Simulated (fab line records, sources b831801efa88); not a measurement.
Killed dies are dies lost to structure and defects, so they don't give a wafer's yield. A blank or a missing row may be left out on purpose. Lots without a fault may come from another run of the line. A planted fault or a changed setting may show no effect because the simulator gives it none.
Chamber matching | flow gf180mcu | GF_V4_ETCH_16 on rie_diel-04: 4 sister chambers
The step etches BARC in N2/H2. 20 wafers are shown with their chamber, then 10 later ones without.

WAFERS WITH THEIR CHAMBER
wafer  | chamber | bias_w (W) | oes_product_au (a.u.) | throttle_valve_pct (%)
L081.1 | 0       | 100.17     | 0.856                 | 13.227
L081.3 | 3       | 99.80      | 0.854                 | 13.239
L081.5 | 0       | 100.02     | 0.857                 | 13.224
L082.1 | 0       | 100.42     | 0.848                 | 13.225
L082.2 | 1       | 99.70      | 0.854                 | 13.217
L082.3 | 2       | 100.09     | 0.846                 | 13.212
L084.1 | 2       | 99.84      | 0.847                 | 13.212
L084.2 | 0       | 99.75      | 0.853                 | 13.225
L084.4 | 1       | 99.94      | 0.847                 | 13.209
L086.1 | 2       | 99.65      | 0.857                 | 13.243
L086.3 | 1       | 100.10     | 0.853                 | 13.228
L086.5 | 2       | 99.95      | 0.857                 | 13.219
L087.2 | 0       | 99.67      | 0.849                 | 13.222
L087.5 | 3       | 100.65     | 0.851                 | 13.215
L087.6 | 0       | 100.14     | 0.855                 | 13.213
L090.1 | 0       | 100.32     | 0.863                 | 13.213
L090.2 | 2       | 99.74      | 0.856                 | 13.225
L090.3 | 1       | 99.84      | 0.854                 | 13.220
L091.1 | 0       | 100.04     | 0.862                 | 13.216
L091.2 | 2       | 99.73      | 0.851                 | 13.222

SIGNATURES (means of the wafers above)
reading            | chamber 0 | chamber 1 | chamber 2 | chamber 3 | scatter within a chamber
bias_w             | 100.0662  | 99.8950   | 99.8333   | 100.2250  | 0.255
oes_product_au     | 0.85537   | 0.85200   | 0.85233   | 0.85250   | 0.00482
throttle_valve_pct | 13.22063  | 13.21850  | 13.22217  | 13.22700  | 0.00923
Rule: a wafer's distance from a chamber is the root of the sum, over the readings, of the square of ((its reading less the chamber's mean) divided by the reading's scatter). The wafer belongs to the nearest chamber; if the next one is less than 2 further off, it can't be placed. The scatter: the root of (the sum of the squares of (reading less its chamber's mean) over the shown wafers, divided by (wafers less chambers)).

WAFERS WITHOUT THEIR CHAMBER
wafer  | bias_w (W) | oes_product_au (a.u.) | throttle_valve_pct (%)
L091.5 | 99.96      | 0.857                 | 13.228
L092.3 | 100.28     | 0.850                 | 13.223
L092.4 | 100.16     | 0.852                 | 13.212
L092.6 | 99.90      | 0.847                 | 13.226
L095.3 | 99.68      | 0.862                 | 13.228
L095.5 | 99.84      | 0.858                 | 13.227
L095.6 | 100.32     | 0.859                 | 13.214
L096.2 | 99.77      | 0.863                 | 13.234
L096.3 | 100.00     | 0.856                 | 13.230
L096.5 | 99.76      | 0.855                 | 13.209

WHICH CHAMBER EACH WENT THROUGH
wafer  | from the rows above               | in truth
L091.5 | can't be placed: 0 or 2 or 3 or 1 | 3
L092.3 | can't be placed: 3 or 0 or 1 or 2 | 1
L092.4 | can't be placed: 0 or 1 or 3 or 2 | 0
L092.6 | can't be placed: 2 or 1 or 3 or 0 | 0
L095.3 | can't be placed: 2 or 0 or 1 or 3 | 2
L095.5 | can't be placed: 0 or 2 or 1 or 3 | 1
L095.6 | can't be placed: 0 or 3 or 1 or 2 | 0
L096.2 | can't be placed: 0 or 2 or 1 or 3 | 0
L096.3 | can't be placed: 0 or 3 or 2 or 1 | 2
L096.5 | can't be placed: 1 or 2 or 0 or 3 | 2
Placed correctly: 0 of 10. Can't be placed from these rows: 10 (the true chamber is among the candidates in 10). Placed wrongly: 0.
